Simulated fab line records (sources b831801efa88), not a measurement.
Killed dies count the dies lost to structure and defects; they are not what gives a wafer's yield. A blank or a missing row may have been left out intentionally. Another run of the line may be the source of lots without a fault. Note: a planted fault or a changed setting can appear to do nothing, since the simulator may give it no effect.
A struck lot beside a sound one || flow sky130 || 44 steps out of a route of 708
Sound: wafers L281.1, L281.2, L281.4. The struck wafers were L271.2, L271.4, L271.5. The cause is given at the end.
Per side, at each step with rows, come the tool, then ch with its chambers, and then its first start. Under that, the readings that differ: sound wafers || struck wafers || difference of the means || sigmas: that difference in standard deviations of wafers without a fault.
alike: readings whose means differ by less than 2 such deviations, and words and numbers that are the same on both sides. not compared: withheld readings, readings that some wafer has no value for, bounds like >300 that may hide the same value, and numbers for which the record gives no deviation and whose values overlap.
Wherever a step has rows on one side only, a row that says differs or no value, or a row with sigmas, the two part there. Numbers that don't overlap but have no deviation are shown without sigmas and don't part them. A reading missing from all wafers of one side parts the sides only when that side holds two or more wafers.

first, 6 steps without rows for these wafers: SKY_LDD_HVP_HMDS_01 (prime time 60 s); SKY_LDD_HVP_COAT_02 (resist thk 300 nm); SKY_LDD_HVP_SOFTBAKE_03 (time 60 s); SKY_LDD_HVP_EXPOSE_04 (exposes mask HVPTM, target cd 700 nm); SKY_LDD_HVP_PEB_05; SKY_LDD_HVP_DEVELOP_06 (develop time 60 s).
SKY_LDD_HVP_OVL_MEAS_07:
  struck on overlay-02, day 25 06:53; sound on overlay-01, day 29 00:17
  alike: LDD_HVP_OVL
following that, these wafers have no rows for 1 step: SKY_LDD_HVP_IMPLANT_08.
SKY_LDD_HVP_STRIP_09: strips in O2/N2.
  sound on plasma-asher-02 ch 0,1, day 29 00:29; struck on plasma-asher-04 ch 0,1, day 25 07:04
  alike: drypump-motor-current-A, oes-product-au, strip-time-to-endpoint-s
  not compared: rf-hours-counter-h
SKY_LDD_HVP_TW_MEAS_10:
  struck on film-metro-03, day 25 07:10; sound on film-metro-04, day 29 00:35
  alike: LDD_HVP_TW
then, 2 steps without rows for these wafers: SKY_LDD_LDN_DEHYDRATE_00 (time 60 s); SKY_LDD_LDN_HMDS_01 (prime time 60 s).
SKY_LDD_LDN_COAT_02: resist thk 1140 nm.
  struck on litho-track-01, day 25 21:35; sound on litho-track-04 ch 0, day 29 14:44
  no value came back on the struck wafers for chill-plate-temp-C (C), dispense-pressure-kPa (kPa); on the sound wafers chill-plate-temp-C (C) reads 22.81 22.91 22.86
then, 4 steps without rows for these wafers: SKY_LDD_LDN_SOFTBAKE_03 (time 60 s); SKY_LDD_LDN_EXPOSE_04 (exposes mask LDNTM, target cd 700 nm); SKY_LDD_LDN_PEB_05; SKY_LDD_LDN_DEVELOP_06 (develop time 60 s).
SKY_LDD_LDN_OVL_MEAS_07:
  struck on overlay-01, day 26 12:10; sound on overlay-02, day 30 04:53
{"reading": "LDD_LDN_OVL (nm)", "sound": "2.0 -0.3 1.1", "struck": "- - -", "difference": "no value on the struck wafers", "sigmas": ""}
then, 4 steps without rows for these wafers: SKY_LDD_LDN_IMPLANT_08; SKY_LDD_LDN_IMPLANT_09; SKY_LDD_LDN_IMPLANT_10; SKY_LDD_LDN_IMPLANT_11.
SKY_LDD_LDN_STRIP_12: strips in O2/N2.
  sound on plasma-asher-03 ch 0,1, day 30 05:32; struck on plasma-asher-04 ch 0,1, day 26 12:47
  no value came back on the struck wafers for oes-product-au (a.u.), strip-time-to-endpoint-s (s); on the sound wafers oes-product-au (a.u.) reads 0.709 0.712 0.718
  alike: drypump-motor-current-A
  not compared: rf-hours-counter-h
SKY_LDD_LDN_TW_MEAS_13:
  struck on film-metro-04, day 26 12:54; sound on film-metro-04, day 30 05:38
  alike: LDD_LDN_TW
then, 2 steps without rows for these wafers: SKY_LDD_LDN_CLEAN_14 (cleans in SC1/SC2, time 150 s); SKY_SPACER_CVD_00 (deposits Si3N4 from DCS/NH3, target thk 43.1 nm, time 740 s).
SKY_SPACER_THK_MEAS_01:
  struck on film-metro-02, day 26 14:13; sound on film-metro-04, day 30 07:16
{"reading": "SPACER_CVD_00_THK (nm)", "sound": "42.6 42.7 42.7", "struck": "43.3 43.7 43.9", "difference": "+1.0", "sigmas": "+3"}
then, 9 steps without rows for these wafers: SKY_SPACER_ETCHBACK_02 (etches Si3N4 in CH3F/O2, stops on SiO2, time 46.7 s, target depth 45 nm); SKY_POLY_CUT_DEHYDRATE_00 (time 60 s); SKY_POLY_CUT_HMDS_01 (prime time 60 s); SKY_POLY_CUT_COAT_02 (resist thk 60 nm); SKY_POLY_CUT_COAT_03 (resist thk 450 nm); SKY_POLY_CUT_SOFTBAKE_04 (time 90 s); SKY_POLY_CUT_EXPOSE_05 (exposes mask NPCM, target cd 270 nm); SKY_POLY_CUT_PEB_06; SKY_POLY_CUT_DEVELOP_07 (develop time 60 s).
SKY_POLY_CUT_CD_MEAS_08: target cd 270 nm.
  struck on cd-sem-02, day 27 19:59; sound on cd-sem-01, day 31 10:52
  alike: cd-nm
SKY_POLY_CUT_OVL_MEAS_09:
  struck on overlay-01, day 27 20:06; sound on overlay-01, day 31 10:59
  alike: POLY_CUT_OVL
SKY_POLY_CUT_ETCH_10: etches BARC in N2/H2, stops on SiO2, time 45.9 s, target depth 60 nm.
  sound on rie-diel-04 ch 1,2,3, day 31 11:01; struck on rie-diel-04 ch 0,1, day 27 20:08
  alike: drypump-motor-current-A, oes-product-au, throttle-valve-pct
  not compared: rf-hours-counter-h
SKY_POLY_CUT_ETCH_11: etches Si3N4 in CF4/CH2F2/Ar, stops on poly-Si, time 42.5 s, target depth 60 nm.
  sound on rie-diel-04 ch 1,2,3, day 31 11:04; struck on rie-diel-04 ch 0,1, day 27 20:10
  alike: drypump-motor-current-A, oes-product-au, throttle-valve-pct
  not compared: rf-hours-counter-h
SKY_POLY_CUT_STRIP_12: strips in O2/N2.
  sound on plasma-asher-02 ch 0,1, day 31 11:06; struck on plasma-asher-03 ch 0, day 27 20:13
  alike: drypump-motor-current-A, oes-product-au, strip-time-to-endpoint-s
  not compared: rf-hours-counter-h
then, 1 step without rows for these wafers: SKY_SD_P_DEHYDRATE_00 (time 60 s).
-- a jump in the record: the struck wafers' starts before and after are 2 days apart (it breaks off in module SD_P and resumes in module RES_XHIGH, where the first step shown is number 341 of the route) --
SKY_RES_XHIGH_TW_MEAS_09:
  struck on film-metro-03, day 30 05:26; sound on film-metro-01, day 33 16:41
{"reading": "RES_XHIGH_TW", "sound": "1655 1649 1646", "struck": "1906 1887 1895", "difference": "+246", "sigmas": "+20"}
-- a jump in the record: the struck wafers' starts before and after are 18 days apart (it breaks off in module RES_XHIGH and resumes in module PAD_OPEN, where the first step shown is number 708 of the route) --
SKY_PAD_OPEN_PROBE_99:
  struck on prober-02, day 48 04:07; sound on prober-01, day 50 14:17
{"reading": "model.etest.pfet_01v8.r-on-ohm-um", "sound": "2829 2876 2891", "struck": "8972 1.072e+04 1.067e+04", "difference": "+7255", "sigmas": ""}
{"reading": "model.etest.tip_p_5v.rs-ohm-sq", "sound": "2853 2863 2873", "struck": "7556 7376 7411", "difference": "+4585", "sigmas": ""}
{"reading": "model.etest.tip_n_5v.rs-ohm-sq", "sound": "1399 1402 1391", "struck": "1003 1011 1004", "difference": -391, "sigmas": ""}
{"reading": "model.etest.pfet-g5v0d10v5.r-on-ohm-um", "sound": "4655 4721 4724", "struck": "4864 4894 4964", "difference": "+207", "sigmas": ""}
{"reading": "model.etest.pfet_01v8.drive-ua-um", "sound": "201.9 193.8 193.3", "struck": "60.34 51.24 51.32", "difference": -142.03, "sigmas": ""}
{"reading": "model.etest.tip_p_5v.rs-ohm-sq-range", "sound": "37.27 49.73 94.06", "struck": "327.3 167.5 148.3", "difference": "+154.0", "sigmas": ""}
{"reading": "model.etest.pfet_01v8_hvt.drive-ua-um", "sound": "150.3 144.3 144.1", "struck": "39.11 32.46 31.41", "difference": -111.91, "sigmas": ""}
{"reading": "model.etest.sram-pfet-latch.drive-ua-um", "sound": "156 146.8 145.3", "struck": "40.1 33.45 35.88", "difference": -112.9, "sigmas": ""}

WHERE THEY PART
First at SKY_LDD_LDN_COAT_02; last, within this record, at SKY_RES_XHIGH_TW_MEAS_09.

WHY: what the simulator had put in
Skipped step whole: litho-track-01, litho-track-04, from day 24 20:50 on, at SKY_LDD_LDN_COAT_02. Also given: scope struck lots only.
